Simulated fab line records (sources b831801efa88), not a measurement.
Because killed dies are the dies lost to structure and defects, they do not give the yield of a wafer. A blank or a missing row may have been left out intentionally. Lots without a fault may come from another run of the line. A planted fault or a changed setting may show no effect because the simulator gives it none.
fab line records    flow gf180mcu    part 2 of 2: steps 21 to 30 of 30
[record] lots = 5  wafers = 15  last_day = 31
route steps=602 shown MIM@518 M5@526 V5@540
lots that met no fault: taken from a fault-free run of the same line
start_h: hours from the record's opening day to when the first of the lot's shown wafers began    wait_h: hours elapsed since this lot's preceding step    " repeats the value in the row above    L1.1+2: a row that stands for several wafers    - no value present, or no start provided    * or withheld: withheld    < > ~ a bound
route shown NAME@n: a module of which the file shows steps, and the number in the route of the first    usual: the fault-free wafers' mean and standard deviation    same: alike in all rows    chamber/n: place in a boat    sites: the reading at each site    _std_site: their standard deviation    _edge_site: mean of outer sites minus mean of inner sites    radius_mm: for every site, how far away it sits from the centre of the wafer    mask NAME#n: copy n    behind: the last tool/chamber to shape the wafer    hold: the reason the lot was held/the length of the hold in hours/how it ended    device: the n, p or np transistor that did not switch    end of line: tests run on the same wafers once the route is complete    where a step has no rows: the recipe by itself    killed: at the first sort, the dies lost to defects and structure; wafer yield is something else    map: shows each die of a wafer: x if killed, . if not, _ if none is there
set.NAME: the setting that was run; set.NAME@STEP: the one run at that earlier step    model.NAME: the simulator's own value behind a step, which no gauge read
lots at selected steps of the route; one table per step, one row per wafer
services: the hour from which a tool's chamber was out of use, counted from the record's first day as start_h (under 0 if before that day), plus the number of hours and why
[[steps]]
[step GF_M5_STRIP_12]
[recipe] chemistry = post_etch_residue_remover  time_s = 1200  temp_c = 72.5
lot.wafer   tool          chamber  start_h  wait_h
L077.3+4+6  wet_bench-03  3        631.05   0.0
L079.2+4+5  wet_bench-01  1        648.69   0.1
L080.1+2+3  wet_bench-01  3        652.99   0.1
L081.1+4+5  wet_bench-03  2        656.90   0.1
L086.3+4+6  wet_bench-04  3        691.34   0.0
[step GF_M5_CLEAN_13]
[recipe] chemistry = DIW  dry = n2_spin
lot.wafer   tool          chamber  start_h  wait_h
L077.3+4+6  wet_bench-03  3        631.39   0.0
L079.2+4+5  wet_bench-03  2        649.07   0.0
L080.1+2+3  wet_bench-03  3        653.37   0.0
L081.1+4+5  wet_bench-01  3        657.24   0.0
L086.3+4+6  wet_bench-01  3        691.68   0.0
[step GF_V5_CVD_00]
[recipe] material = SiO2  target_thk_nm = 300  sigma_open_frac = 0.3  temp_c = 400  time_s = 50  sih4_flow_sccm = 60  pressure_mtorr = 6
lot.wafer   tool       chamber  start_h  wait_h
L077.3+4+6  hdpcvd-02  0,2,0    631.48   0.0
L079.2+4+5  hdpcvd-02  2,2,1    649.17   0.0
L080.1+2+3  hdpcvd-02  0,1,2    653.46   0.0
L081.1+4+5  hdpcvd-02  1,0,1    657.34   0.0
L086.3+4+6  hdpcvd-01  2,2,1    691.77   0.0
[step GF_V5_THK_MEAS_01]
[recipe] reads = SiO2_of_V5_CVD_00
[usual] V5_CVD_00_THK = 301.7/2.7
lot.wafer  tool           chamber  start_h  wait_h  V5_CVD_00_THK[nm]
L077.3     film_metro-03  -        631.55   0.0     302.7
L077.4     "              -        "        "       305.4
L077.6     "              -        "        "       301.9
L079.2     film_metro-02  -        649.22   0.0     301.4
L079.4     "              -        "        "       303.7
L079.5     "              -        "        "       304.2
L080.1     film_metro-02  -        653.50   0.0     304.3
L080.2     "              -        "        "       304.0
L080.3     "              -        "        "       303.2
L081.1     film_metro-04  -        657.38   0.0     302.1
L081.4     "              -        "        "       303.4
L081.5     "              -        "        "       304.7
L086.3     film_metro-04  -        691.84   0.0     301.2
L086.4     "              -        "        "       301.5
L086.6     "              -        "        "       304.9
[step GF_V5_CVD_02]
[recipe] material = SiO2  target_thk_nm = 1450  precursor = TEOS  temp_c = 400  time_s = 163.28  rf_w = 600
[usual] heater_power_w = 685/97  rf_fwd_power_W = 597.5/1.9
lot.wafer  tool      chamber  start_h  wait_h  heater_power_w  rf_fwd_power_W
L077.3     pecvd-02  2        631.59   0.0     849             596.6
L077.4     "         0        "        "       579             599.9
L077.6     "         2        "        "       665             596.2
L079.2     pecvd-03  0        649.27   0.0     665             595.7
L079.4     "         1        "        "       550             598.6
L079.5     "         0        "        "       537             595.1
L080.1     pecvd-02  0        653.56   0.1     714             597.6
L080.2     "         1        "        "       857             599.4
L080.3     "         2        "        "       822             595.0
L081.1     pecvd-02  2        657.44   0.1     823             596.2
L081.4     "         1        "        "       722             602.9
L081.5     "         2        "        "       645             595.8
L086.3     pecvd-03  1        691.88   0.0     599             599.9
L086.4     "         2        "        "       640             598.5
L086.6     "         1        "        "       678             596.5
[step GF_V5_THK_MEAS_03]
[recipe] reads = SiO2_of_V5_CVD_02
[usual] V5_CVD_02_THK = 1448/20
lot.wafer  tool           chamber  start_h  wait_h  V5_CVD_02_THK[nm]
L077.3     film_metro-04  -        631.71   0.1     1438
L077.4     "              -        "        "       1459
L077.6     "              -        "        "       1456
L079.2     film_metro-02  -        649.39   0.1     1448
L079.4     "              -        "        "       1458
L079.5     "              -        "        "       1470
L080.1     film_metro-03  -        653.67   0.1     1415
L080.2     "              -        "        "       1416
L080.3     "              -        "        "       1406
L081.1     film_metro-02  -        657.55   0.1     1421
L081.4     "              -        "        "       1456
L081.5     "              -        "        "       1448
L086.3     film_metro-04  -        692.00   0.1     1445
L086.4     "              -        "        "       1474
L086.6     "              -        "        "       1450
[step GF_V5_CMP_04]
[recipe] material = SiO2  down_force_psi = 4  platen_rpm = 60  pad_velocity_m_s = 0.94248
[usual] motor_current_A = 12.1/1.1  slurry_filter_dp_kPa = 13.50/0.14
lot.wafer  tool    chamber  start_h  wait_h  motor_current_A  slurry_filter_dp_kPa
L077.4     cmp-01  2        631.75   0.0     12.0             13.48
L077.3     "       1        "        "       11.2             13.34
L077.6     "       3        "        "       10.1             13.37
L079.4     cmp-02  2        649.49   0.1     12.0             13.49
L079.2     "       0        "        "       11.9             13.26
L079.5     "       2        "        "       11.1             13.52
L080.3     cmp-01  3        653.73   0.0     10.4             13.55
L080.2     "       0        "        "       13.1             13.65
L080.1     "       1        "        "       10.7             13.51
L081.1     cmp-01  3        657.66   0.1     10.3             13.52
L081.4     "       0        "        "       13.1             13.71
L081.5     "       2        "        "       12.1             13.73
L086.3     cmp-02  0        692.09   0.1     12.0             13.40
L086.4     "       2        "        "       12.0             13.59
L086.6     "       0        "        "       11.0             13.43
[step GF_V5_BOW_MEAS_05]
[recipe] mode = bow
[usual] V5_BOW = 133/9.6
lot.wafer  tool           chamber  start_h  wait_h  V5_BOW[um]
L077.3     film_metro-02  -        632.10   0.1     144
L077.4     "              -        "        "       144
L077.6     "              -        "        "       154
L079.2     film_metro-02  -        649.76   0.1     141
L079.4     "              -        "        "       124
L079.5     "              -        "        "       119
L080.1     film_metro-03  -        654.03   0.2     146
L080.2     "              -        "        "       132
L080.3     "              -        "        "       154
L081.1     film_metro-02  -        657.91   0.2     133
L081.4     "              -        "        "       138
L081.5     "              -        "        "       138
L086.3     film_metro-02  -        692.38   0.2     115
L086.4     "              -        "        "       122
L086.6     "              -        "        "       126
[step GF_V5_DEHYDRATE_06]
[recipe] temp_c = 200  time_s = 60
[usual] chill_plate_temp_C = 23.00/0.11  exhaust_pa = 45.1/0.87  heater_power_total_W = 160.38/0.13
lot.wafer  tool            chamber  start_h  wait_h  chill_plate_temp_C  exhaust_pa  heater_power_total_W
L077.3     litho_track-03  0        641.24   9.1     23.06               44.4        160.62
L077.4     "               0        "        "       23.02               45.0        160.28
L077.6     "               0        "        "       23.05               46.2        160.60
L079.2     litho_track-01  0        658.68   8.9     22.99               47.4        160.31
L079.4     "               0        "        "       23.12               45.2        160.38
L079.5     "               0        "        "       23.00               46.8        160.64
L080.1     litho_track-01  0        662.90   8.8     22.78               44.6        160.20
L080.2     "               0        "        "       22.82               45.3        160.34
L080.3     "               0        "        "       22.90               45.4        160.35
L081.1     litho_track-01  0        667.20   9.3     23.03               44.2        160.54
L081.4     "               0        "        "       22.95               44.7        160.41
L081.5     "               0        "        "       23.03               45.9        160.49
L086.3     litho_track-01  0        700.95   8.5     23.02               45.6        160.25
L086.4     "               0        "        "       23.02               44.4        160.52
L086.6     "               0        "        "       22.95               46.0        160.53
[step GF_V5_HMDS_07]
[recipe] prime_time_s = 60  prime_temp_c = 120
[usual] chill_plate_temp_C = 22.99/0.11  exhaust_pa = 44.9/0.92
lot.wafer  tool            chamber  start_h  wait_h  chill_plate_temp_C  exhaust_pa
L077.3     litho_track-03  0        641.39   0.1     22.70               46.2
L077.4     "               0        "        "       22.90               46.0
L077.6     "               0        "        "       23.05               46.2
L079.2     litho_track-01  0        658.83   0.1     22.91               46.5
L079.4     "               0        "        "       23.02               46.6
L079.5     "               0        "        "       22.82               44.8
L080.1     litho_track-01  0        663.05   0.1     23.11               44.9
L080.2     "               0        "        "       23.20               43.6
L080.3     "               0        "        "       22.98               45.3
L081.1     litho_track-01  0        667.35   0.1     22.71               45.2
L081.4     "               0        "        "       23.04               46.2
L081.5     "               0        "        "       23.04               46.3
L086.3     litho_track-01  0        701.10   0.1     22.96               44.4
L086.4     "               0        "        "       23.02               44.5
L086.6     "               0        "        "       23.12               44.3
[[services]]
tool              chamber  start_h  hours  kind
hdpcvd-02         2        573.95   23.3   repair
plasma_asher-01   -        583.33   0.5    repair
pecvd-03          -        591.12   14.0   pm
iline_stepper-02  -        591.79   5.5    repair
cmp-01            -        593.51   4.6    repair
plasma_asher-02   -        593.55   14.6   pm
iline_stepper-02  -        597.31   1.7    pm
iline_stepper-01  -        599.22   4.4    pm
krf_scanner-02    -        599.32   1.0    pm
hdpcvd-02         0        604.00   11.5   repair
pecvd-03          -        604.75   0.4    repair
cmp-01            -        613.35   5.5    pm
iline_stepper-02  -        625.91   6.0    repair
plasma_asher-04   -        630.80   2.8    pm
rie_diel-04       2        633.47   48.7   repair
cmp-01            -        634.08   5.6    pm
wet_bench-03      -        641.99   4.5    repair
krf_scanner-01    -        645.35   1.3    pm
plasma_asher-04   -        649.29   1.4    repair
krf_scanner-01    -        657.71   0.8    pm
rie_diel-04       0        662.81   9.8    repair
krf_scanner-01    -        663.61   1.0    pm
rie_diel-04       1        696.53   2.7    repair
krf_scanner-01    -        700.23   0.9    repair
